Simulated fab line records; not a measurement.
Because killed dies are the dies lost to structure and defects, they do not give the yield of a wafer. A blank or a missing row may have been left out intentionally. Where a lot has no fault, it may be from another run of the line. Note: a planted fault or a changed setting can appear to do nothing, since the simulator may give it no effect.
8D (eight disciplines) problem report, filled in by code | flow sky130 | the parts of the form that need people (team, actions taken, sign-off) are left out

## 1. THE ISSUE
At SKY_METAL1_SPUTTER_00, chamber_pressure_pa averages 0.3474 Pa over 6 wafers from 2 lots, while fault-free wafers read 0.3999 Pa, standard deviation 0.00084. That is -63 standard deviations from the usual mean.
The step: material Ti, target thk 15 nm, time 10 s.
Seen first at day 34 20:24 on pvd_sputter-01, wafer L300.1. Wafers with a number at this step in the record: 18, from 6 lots. By rule, "out" or "out of limits" means more than 4 standard deviations away from the usual mean. The rest of the wafers with a number are treated as sound.

## 2. WHAT IT IS AND WHAT IT IS NOT
question                    | is                     | is not
which readings at this step | chamber_pressure_pa    | -
which lots                  | L300, L301             | L295, L307, L311, L315
which wafers of those lots  | all that have a number | -
read on which tools         | pvd_sputter-01         | pvd_sputter-02, pvd_sputter-03
when                        | from day 34 20:24      | up to then (3 sound wafers); but 9 sound wafers of L307, L311, L315 came after

## 3. SUSPECTS, AND WHAT RULES EACH OUT
Counting: a tool at a process step up to the reading stays a suspect if it ran every lot that is out and no sound lot after the first of them.
- cvd_w-01 at SKY_CONTACT_CVD_24 (deposits W, target thk 340 nm, time 102.12 s): ruled out as a lasting fault. After its first lot that is out, L300 (day 34 19:49), sound lots L315 ran on it.
- cmp-02 at SKY_CONTACT_CMP_27 (polishes, stops on SiO2, t overpolish 15 s, target thk 0 nm): ruled out as a lasting fault. After its first lot that is out, L300 (day 34 20:09), sound lots L307, L311 ran on it.
- pvd_sputter-01 at SKY_METAL1_SPUTTER_00 (material Ti, target thk 15 nm, time 10 s): ruled out as a lasting fault. After its first lot that is out, L300 (day 34 20:24), sound lots L311 ran on it.
Left after counting: nothing in the record.

## 4. THE CAUSE (what the simulator had put in)
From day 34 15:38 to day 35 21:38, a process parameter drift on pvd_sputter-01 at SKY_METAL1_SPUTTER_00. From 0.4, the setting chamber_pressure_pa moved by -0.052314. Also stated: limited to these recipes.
Counting ruled it out, wrongly.

## 5. SEQUENCE OF EFFECTS, ordered by route
Rows list readings where the struck wafers' mean (over those with a number) sits beyond 3 standard deviations from the usual. Scope: only readings with a usual standard deviation given in the record; hours: median across lots of the time from each lot's start at the first step in this table that gives one to its start at this step; sigmas: change in usual standard deviations.
hours | step                  | reading             | usual     | on struck wafers | change  | sigmas
0     | SKY_METAL1_SPUTTER_00 | chamber_pressure_pa | 0.3999 Pa | 0.3474           | -0.0525 | -63
Here are the process steps it includes:
- SKY_METAL1_SPUTTER_00: material Ti, target thk 15 nm, time 10 s.

## 6. HOW IT WOULD HAVE BEEN CAUGHT EARLIER
In this record no reading fell out of limits until day 34 20:24, 5 hours after the fault had begun at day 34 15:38.
